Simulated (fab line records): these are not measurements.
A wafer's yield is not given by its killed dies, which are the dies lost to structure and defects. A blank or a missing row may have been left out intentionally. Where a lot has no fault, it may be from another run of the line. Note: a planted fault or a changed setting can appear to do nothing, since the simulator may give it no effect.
Which tool is to blame? / flow gf180mcu / 6 lots, 18 wafers sampled, at 2 steps of a route of 602

== WHAT THE GAUGES SHOWED, per wafer ==
GF_VT_IMPLANT_RS_MEAS_46: the measuring method here is four-point-probe.
lot=L130; measured=day 8 03:19; on=film-metro-02; MVSD_RS (ohm/sq)=456.1 455.3 455.4
lot=L136; measured=day 9 21:02; on=film-metro-04; MVSD_RS (ohm/sq)=454.6 456.0 455.9
lot=L140; measured=day 10 23:33; on=film-metro-02; MVSD_RS (ohm/sq)=479.6 479.0 477.9
lot=L142; measured=day 11 12:46; on=film-metro-01; MVSD_RS (ohm/sq)=478.5 478.8 479.3
lot=L147; measured=day 12 20:20; on=film-metro-04; MVSD_RS (ohm/sq)=456.1 456.0 455.9
lot=L150; measured=day 13 16:47; on=film-metro-01; MVSD_RS (ohm/sq)=457.2 456.7 456.5

== TOOL THAT RAN EACH LOT (tool first, then ch and the chambers of the sampled wafers, then the start) ==
lot=L130; GF_MVSD_IMPLANT_08=implanter-04 ch 0, day 4 22:24
lot=L136; GF_MVSD_IMPLANT_08=implanter-04 ch 0, day 6 09:56
lot=L140; GF_MVSD_IMPLANT_08=implanter-04 ch 0, day 7 09:09
lot=L142; GF_MVSD_IMPLANT_08=implanter-04 ch 0, day 7 20:05
lot=L147; GF_MVSD_IMPLANT_08=implanter-03 ch 0, day 9 00:20
lot=L150; GF_MVSD_IMPLANT_08=implanter-03 ch 0, day 9 17:14
- GF_MVSD_IMPLANT_08

== THE ANSWER, worked out from the rows above alone ==
Rule: usual is defined by the lots themselves. Put in order of their means at a reading, lots are off if they are a third of the lots or fewer, leave a main group of 4 or more, and stand apart from it by a gap of 3 or more times the standard deviation of the main group's means; of several such gaps the widest counts. A main group is skipped when, at the precision printed for the reading in the tables above, its means are all equal. Also off: a lot with no number at a reading for which 4 or more lots have one. Any other lot the step has rows for is counted as sound.
Off: L140, L142, seen at GF_VT_IMPLANT_RS_MEAS_46 (MVSD_RS). Mean 456.0 ohm/sq and standard deviation 0.51 in the main group.
A tool fits if, at a process step before that reading, it ran every lot that is off, and no sound lot after the first of them. The gauges at GF_VT_IMPLANT_RS_MEAS_46 are tried like those tools. One candidate fits, namely implanter-04 at GF_MVSD_IMPLANT_08. Its last sound lot is L136 (day 6 09:56), its first lot that is off L140 (day 7 09:09): a fault that began between those two fits.

== WHAT WAS PUT IN BY THE SIMULATOR ==
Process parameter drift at GF_MVSD_IMPLANT_08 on implanter-04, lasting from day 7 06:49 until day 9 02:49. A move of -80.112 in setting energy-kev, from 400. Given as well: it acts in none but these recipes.
Struck lots among those shown: L140, L142. Same finding as the rule above.
